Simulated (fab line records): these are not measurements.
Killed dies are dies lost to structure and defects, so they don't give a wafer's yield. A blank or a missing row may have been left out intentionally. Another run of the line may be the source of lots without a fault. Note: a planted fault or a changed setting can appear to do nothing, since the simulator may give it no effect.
2 desks looking at one fault + flow gf180mcu + every desk sees just its own numbers, and what lay behind them comes last

== AT THE METROLOGY DESK ==
Lot by lot, what the gauges showed, no matter which tool ran the lot: averages of those sampled wafers that carry a number. A lot is out of limits, marked OUT, if its mean lies more than 4 standard deviations from the usual mean; the brackets give that distance.
Columns: A = M3_ALCU_RS at GF_M3_RS_MEAS_05, usual 0.0694 ohm/sq; B = V3_CVD_00_THK at GF_V3_THK_MEAS_01, usual 580 nm
| lot  | first seen here | A      | B   |
|------|-----------------|--------|-----|
| L447 | day 20 17:41    | 0.0701 | 585 |
| L448 | day 21 06:35    | 0.0687 | 581 |
| L450 | day 21 23:32    | 0.0697 | 575 |
| L451 | day 22 05:37    | 0.0695 | 577 |
| L460 | day 25 14:49    | 0.0686 | 580 |
| L463 | day 26 08:00    | 0.0698 | 579 |
| L464 | day 26 14:56    | 0.0695 | 575 |
| L465 | day 26 21:14    | 0.0693 | 588 |
| L466 | day 27 08:08    | 0.0689 | 579 |
| L467 | day 27 12:15    | 0.0686 | 577 |
| L468 | day 27 18:55    | 0.0696 | 592 |
| L469 | day 28 03:02    | 0.0700 | 579 |
Result from this desk: across the 12 lots, nothing is out of limits.

== TOOL OWNER'S DESK, pvd sputter-02 ==
The tool's own readings at GF_V4_SPUTTER_21 (material Ti, target thk 15 nm, time 80.02 s): means of the sampled wafers that have a number, for each lot that ran on this tool. A lot is out of limits, marked OUT, if its mean lies more than 4 standard deviations from the usual mean; the brackets give that distance.
Columns: A = cathode dc power W at GF_V4_SPUTTER_21, usual 2500.0 W; B = chamber pressure pa at GF_V4_SPUTTER_21, usual 5.114 Pa; C = throttle valve pct at GF_V4_SPUTTER_21, usual 29.5 %
| lot  | first seen here | A      | B     | C    |
|------|-----------------|--------|-------|------|
| L448 | day 25 07:01    | 2500.1 | 5.103 | 29.0 |
| L450 | day 25 22:42    | 2500.1 | 5.134 | 29.0 |
| L451 | day 26 02:40    | 2500.2 | 5.109 | 29.4 |
| L460 | day 29 04:49    | 2499.6 | 5.113 | 29.1 |
| L463 | day 29 19:50    | 2500.2 | 5.119 | 28.6 |
| L464 | day 30 03:52    | 2500.7 | 5.101 | 29.5 |
| L465 | day 30 07:05    | 2500.0 | 5.127 | 29.1 |
| L467 | day 30 21:26    | 2500.0 | 5.113 | 29.5 |
| L469 | day 31 09:19    | 2500.0 | 5.106 | 29.2 |
Result from this desk: across the 9 lots, nothing is out of limits.

== ALL TOGETHER ==
The metrology desk saw nothing out of limits.
Nothing out of limits was seen by the tool owner's desk.

== WHAT HAD BEEN PUT IN BY THE SIMULATOR ==
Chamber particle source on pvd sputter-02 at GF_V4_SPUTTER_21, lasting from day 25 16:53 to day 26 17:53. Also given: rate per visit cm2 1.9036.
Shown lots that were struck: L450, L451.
